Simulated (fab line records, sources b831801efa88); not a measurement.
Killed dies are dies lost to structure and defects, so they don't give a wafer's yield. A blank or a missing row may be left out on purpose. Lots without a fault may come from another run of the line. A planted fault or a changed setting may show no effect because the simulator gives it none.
Which tool did it? | flow gf180mcu | 11 lots, 33 wafers sampled, at 4 steps of a route of 602

WHAT THE GAUGES READ, wafer by wafer
GF_V2_THK_MEAS_03.
lot  | measured     | on            | V2_CVD_02_THK (nm)
L455 | day 19 02:24 | film_metro-04 | 842 841 852
L456 | day 19 16:05 | film_metro-01 | 838 849 845
L458 | day 20 10:39 | film_metro-03 | 846 857 865
L461 | day 21 14:16 | film_metro-01 | 834 836 852
L462 | day 22 03:02 | film_metro-04 | 860 868 866
L463 | day 22 08:41 | film_metro-03 | 835 836 844
L465 | day 23 01:34 | film_metro-03 | 836 860 856
L470 | day 24 15:58 | film_metro-04 | 782 804 808
L472 | day 25 09:13 | film_metro-03 | 805 790 815
L477 | day 26 22:34 | film_metro-01 | 842 862 857
L478 | day 27 02:06 | film_metro-01 | 842 839 851

WHICH TOOL RAN EACH LOT (tool, then ch and the chambers of the sampled wafers, then the start)
lot  | GF_M2_SPUTTER_00             | GF_M2_SPUTTER_04             | GF_V2_CVD_02
L455 | pvd_sputter-04, day 18 01:17 | pvd_sputter-04, day 18 01:28 | pecvd-03 ch 1,2, day 19 02:20
L456 | pvd_sputter-01, day 18 14:33 | pvd_sputter-01, day 18 14:44 | pecvd-01 ch 0,1,2, day 19 16:01
L458 | pvd_sputter-04, day 19 09:14 | pvd_sputter-04, day 19 09:25 | pecvd-02 ch 0,1, day 20 10:35
L461 | pvd_sputter-02, day 20 13:23 | pvd_sputter-02, day 20 13:34 | pecvd-01 ch 0,1,2, day 21 14:11
L462 | pvd_sputter-04, day 21 02:00 | pvd_sputter-04, day 21 02:11 | pecvd-02 ch 0,1, day 22 02:57
L463 | pvd_sputter-04, day 21 08:31 | pvd_sputter-04, day 21 08:42 | pecvd-03 ch 0,2, day 22 08:37
L465 | pvd_sputter-01, day 22 01:18 | pvd_sputter-01, day 22 01:29 | pecvd-03 ch 0,1,2, day 23 01:28
L470 | pvd_sputter-04, day 23 16:43 | pvd_sputter-04, day 23 16:54 | pecvd-01 ch 0,1, day 24 15:53
L472 | pvd_sputter-01, day 24 10:20 | pvd_sputter-01, day 24 10:31 | pecvd-01 ch 0,2, day 25 09:08
L477 | pvd_sputter-02, day 26 00:39 | pvd_sputter-02, day 26 00:50 | pecvd-02 ch 0,1,2, day 26 22:29
L478 | pvd_sputter-01, day 26 04:11 | pvd_sputter-01, day 26 04:22 | pecvd-02 ch 1,2, day 27 02:02
- GF_M2_SPUTTER_00: material Ti, target thk 37.5 nm, time 150 s.
- GF_M2_SPUTTER_04: material TiN, target thk 50 nm, time 41.7 s.
- GF_V2_CVD_02: deposits SiO2 from TEOS, target thk 850 nm, time 94.851 s.

THE ANSWER, worked out from the rows above alone
Rule: what is usual is taken from the lots themselves. Put in order of their means at a reading, lots are off if they are a third of the lots or fewer, leave a main group of 4 or more, and stand apart from it by a gap of 3 or more times the standard deviation of the main group's means; of several such gaps the widest counts. A main group whose means are all the same, to the digits that the tables above print for the reading, isn't used. A lot without any number at a reading at which 4 lots or more have one is off too. The other lots that the step has rows for count as sound.
Off: L470, L472, at GF_V2_THK_MEAS_03 (V2_CVD_02_THK). The main group: mean 849 nm, standard deviation 7.9.
A tool fits if, at a process step before that reading, it ran every lot that is off, and no sound lot after the first of them. The gauges at GF_V2_THK_MEAS_03 are tried like those tools. One fits: pecvd-01 at GF_V2_CVD_02. Its last sound lot is L461 (day 21 14:11), its first lot that is off L470 (day 24 15:53): a fault that began between those two fits.

WHAT THE SIMULATOR HAD PUT IN
Process parameter drift: pecvd-01, from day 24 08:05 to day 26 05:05, at GF_V2_CVD_02. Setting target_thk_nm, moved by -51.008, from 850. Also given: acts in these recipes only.
Lots struck among those shown: L470, L472. The rule above found the same.
